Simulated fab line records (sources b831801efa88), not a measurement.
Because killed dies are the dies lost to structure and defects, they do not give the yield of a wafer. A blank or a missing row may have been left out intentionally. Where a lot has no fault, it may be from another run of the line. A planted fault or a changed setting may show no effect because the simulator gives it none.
Chamber matching | flow gf180mcu | 4 sister chambers for GF_POLY_GATE_ETCH_13 on rie-si-01
The step etches poly-Si in HBr/Cl2, stops on SiO2, target depth 198.5 nm, time 69.6 s. 18 wafers are shown with their chamber, then 9 later ones without.

## WAFERS WITH THEIR CHAMBER
wafer  | chamber | oes-product-au (a.u.) | rf-fwd-power-W (W) | throttle-valve-pct (%)
L828.3 | 3       | 0.991                 | 395.1              | 33.678
L828.4 | 2       | 1.002                 | 396.3              | 33.682
L828.6 | 1       | 1.005                 | 394.9              | 33.680
L829.1 | 2       | 1.010                 | 398.4              | 33.693
L829.2 | 0       | 1.001                 | 396.7              | 33.696
L829.4 | 1       | 1.008                 | 395.9              | 33.701
L830.1 | 2       | 1.003                 | 397.5              | 33.688
L830.3 | 3       | 0.983                 | 395.7              | 33.668
L830.4 | 1       | 1.003                 | 393.6              | 33.685
L834.1 | 3       | 0.987                 | 395.4              | 33.686
L834.2 | 0       | 0.991                 | 395.6              | 33.686
L834.5 | 0       | 0.987                 | 394.9              | 33.698
L835.1 | 1       | 0.995                 | 395.0              | 33.686
L835.5 | 1       | 0.992                 | 396.7              | 33.684
L835.6 | 2       | 0.989                 | 398.2              | 33.667
L836.1 | 1       | 0.999                 | 392.9              | 33.690
L836.4 | 3       | 0.987                 | 398.9              | 33.699
L836.5 | 0       | 0.993                 | 397.3              | 33.675

SIGNATURES (means of the wafers above)
reading            | chamber 0 | chamber 1 | chamber 2 | chamber 3 | scatter within a chamber
oes-product-au     | 0.99300   | 1.00033   | 1.00100   | 0.98700   | 0.00629
rf-fwd-power-W     | 396.125   | 394.833   | 397.600   | 396.275   | 1.35
throttle-valve-pct | 33.68875  | 33.68767  | 33.68250  | 33.68275  | 0.0103
Rule: a wafer lies at a distance from a chamber equal to the root of the sum of squares, over the readings, of (its reading less the chamber's mean, divided by the reading's scatter). If the next closest chamber is less than 2 further off than the closest, the wafer can't be placed; otherwise it belongs to the closest. The scatter: the root of (the sum of the squares of (reading less its chamber's mean) over the shown wafers, divided by (wafers less chambers)).

## WAFERS WHOSE CHAMBER IS MISSING
wafer  | oes-product-au (a.u.) | rf-fwd-power-W (W) | throttle-valve-pct (%)
L839.4 | 0.982                 | 394.6              | 33.696
L839.5 | 0.976                 | 395.7              | 33.673
L839.6 | 0.986                 | 397.1              | 33.685
L848.3 | 0.998                 | 395.2              | 33.695
L848.4 | 0.989                 | 396.0              | 33.691
L848.5 | 1.006                 | 395.2              | 33.686
L850.1 | 0.997                 | 395.3              | 33.676
L850.2 | 0.984                 | 395.3              | 33.688
L850.6 | 1.006                 | 395.0              | 33.685

## WHICH CHAMBER EACH WENT THROUGH
wafer  | from the rows above               | in truth
L839.4 | can't be placed: 3 or 0 or 1      | 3
L839.5 | can't be placed: 3 or 0           | 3
L839.6 | can't be placed: 3 or 0 or 2      | 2
L848.3 | can't be placed: 1 or 0 or 2 or 3 | 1
L848.4 | can't be placed: 0 or 3 or 1 or 2 | 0
L848.5 | can't be placed: 1 or 2 or 0      | 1
L850.1 | can't be placed: 1 or 0 or 3 or 2 | 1
L850.2 | can't be placed: 3 or 0 or 1      | 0
L850.6 | can't be placed: 1 or 2 or 0      | 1
0 of 9 placed correctly. Not placeable from these rows: 9 (in 9, the candidates include the true chamber). Wrongly placed: 0.
